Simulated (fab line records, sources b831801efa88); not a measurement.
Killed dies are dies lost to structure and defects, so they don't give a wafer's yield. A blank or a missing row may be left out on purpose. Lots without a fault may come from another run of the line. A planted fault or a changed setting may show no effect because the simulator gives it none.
A struck lot beside a sound one | flow sky130 | 21 steps out of a route of 708
Sound: wafers L968.1, L968.2, L968.4. Struck: wafer L957.6. (L957.4 of the same lot was not struck and is left out.) The cause comes at the end.
At each step with rows: each side's tool, then ch and its chambers, then its first start. Under that, the readings that differ: sound wafers | struck wafers | difference of the means | sigmas: that difference in standard deviations of wafers without a fault.
alike: readings whose means differ by less than 2 such deviations, and words and numbers that are the same on both sides. not compared: withheld readings, readings that some wafer has no value for, bounds like >300 that may hide the same value, and numbers for which the record gives no deviation and whose values overlap.
The two part at a step that has a row with sigmas, a row that says differs or no value, or rows on one side only. Numbers that don't overlap but have no deviation are shown without sigmas and don't part them. A reading that every wafer of one side lacks parts them only if that side has two wafers or more.

first, 1 step without rows for these wafers: SKY_RES_XHIGH_IMPLANT_07.
SKY_RES_XHIGH_STRIP_08: strips in O2/N2.
  sound on plasma_asher-01 ch 0,1, day 33 01:50; struck on plasma_asher-03 ch 1, day 29 04:10
  reading                     | sound       | struck | difference | sigmas
  drypump_motor_current_A (A) | 4.8 5.0 5.0 | 6.4    | +1.5       | +2
  alike: oes_product_au, strip_time_to_endpoint_s
  not compared: rf_hours_counter_h
SKY_RES_XHIGH_TW_MEAS_09:
  sound on film_metro-02, day 33 01:56; struck on film_metro-03, day 29 04:16
  alike: RES_XHIGH_TW
then, 7 steps without rows for these wafers: SKY_SD_N_DEHYDRATE_00 (time 60 s); SKY_SD_N_HMDS_01 (prime time 60 s); SKY_SD_N_COAT_02 (resist thk 1140 nm); SKY_SD_N_SOFTBAKE_03 (time 60 s); SKY_SD_N_EXPOSE_04 (exposes mask NSDM, target cd 380 nm); SKY_SD_N_PEB_05; SKY_SD_N_DEVELOP_06 (develop time 60 s).
SKY_SD_N_CD_MEAS_07: target cd 380 nm.
  sound on cd_sem-02, day 34 04:13; struck on cd_sem-01, day 30 08:29
  alike: cd_nm
SKY_SD_N_OVL_MEAS_08:
  sound on overlay-01, day 34 04:20; struck on overlay-01, day 30 08:34
  alike: SD_N_OVL
SKY_SD_N_IMPLANT_09:
  sound on implanter-04 ch 0, day 34 04:22; struck on implanter-04 ch 0, day 30 08:40
  reading            | sound             | struck | difference | sigmas
  beam_on_s (s)      | 20.4 20.9 20.7    | 15.8   | -4.9       | -6
  faraday_current_uA | 10762 10485 10657 | 13863  | +3228      | +7
then, 1 step without rows for these wafers: SKY_SD_N_IMPLANT_10.
SKY_SD_N_STRIP_11: strips in O2/N2.
  sound on plasma_asher-04 ch 0,1, day 34 04:58; struck on plasma_asher-04 ch 0, day 30 08:55
  reading                      | sound             | struck | difference | sigmas
  oes_product_au (a.u.)        | 0.526 0.531 0.521 | 0.542  | +0.016     | +4
  strip_time_to_endpoint_s (s) | 22.54 22.56 22.61 | 21.58  | -0.99      | -22
  alike: drypump_motor_current_A
  not compared: rf_hours_counter_h
SKY_SD_N_TW_MEAS_12:
  sound on film_metro-04, day 34 05:04; struck on film_metro-04, day 30 09:01
  alike: SD_N_TW
then, 1 step without rows for these wafers: SKY_SD_N_CLEAN_13 (cleans in SC1/SC2, time 150 s).
SKY_SD_N_RTA_14: time 2 s.
  sound on rtp_anneal-02 ch 0, day 34 05:11; struck on rtp_anneal-02 ch 0, day 30 09:07
  alike: lamp_power_pct, wafer_temp_C_max
SKY_SD_N_RS_MEAS_16: measures by four-point-probe.
  sound on film_metro-03, day 34 05:21; struck on film_metro-03, day 30 09:20
  reading          | sound             | struck | difference | sigmas
  SD_N_RS (ohm/sq) | 68.57 68.70 68.58 | 71.03  | +2.41      | +20
SKY_SD_N_RS_MEAS_17: measures by four-point-probe.
  sound on film_metro-03, day 34 05:28; struck on film_metro-03, day 30 09:27
  alike: SD_P_RS
-- the record jumps here: 17 days lie between the struck wafers' starts before and after (it left off in module SD_N and takes up again in module PAD_OPEN, whose first step shown is number 708 of the route) --
SKY_PAD_OPEN_PROBE_99:
  sound on prober-02, day 50 06:57; struck on prober-02, day 47 12:56
  reading                                 | sound             | struck | difference | sigmas
  model.etest.res_ndiff.line_ohm_um       | 761 762.1 765.4   | 785.2  | +22.4      |
  model.etest.sonos_uncharged.r_on_ohm_um | 805.8 825.4 822.3 | 827    | +9         |
  model.etest.licon_ndiff.rc_ohm          | 179.5 194 178.9   | 194.1  | +10.0      |
  model.etest.res_ndiff_hv.rs_ohm_sq      | 111.3 111.3 111.2 | 119.2  | +7.9       |
  model.etest.res_ndiff.rs_ohm_sq         | 118.3 118 117.4   | 126.1  | +8.2       |
  alike: killed_at_M0_to_M3, killed_at_M4_up, killed_at_contacts, killed_at_front_end, killed_at_other, killed_dies, killed_open, killed_short

WHERE THEY PART
First at SKY_RES_XHIGH_STRIP_08; last, within this record, at SKY_SD_N_RS_MEAS_16. Later steps at which nothing parts them and some readings are alike: SKY_SD_N_RS_MEAS_17, SKY_PAD_OPEN_PROBE_99.

WHY: what the simulator had put in
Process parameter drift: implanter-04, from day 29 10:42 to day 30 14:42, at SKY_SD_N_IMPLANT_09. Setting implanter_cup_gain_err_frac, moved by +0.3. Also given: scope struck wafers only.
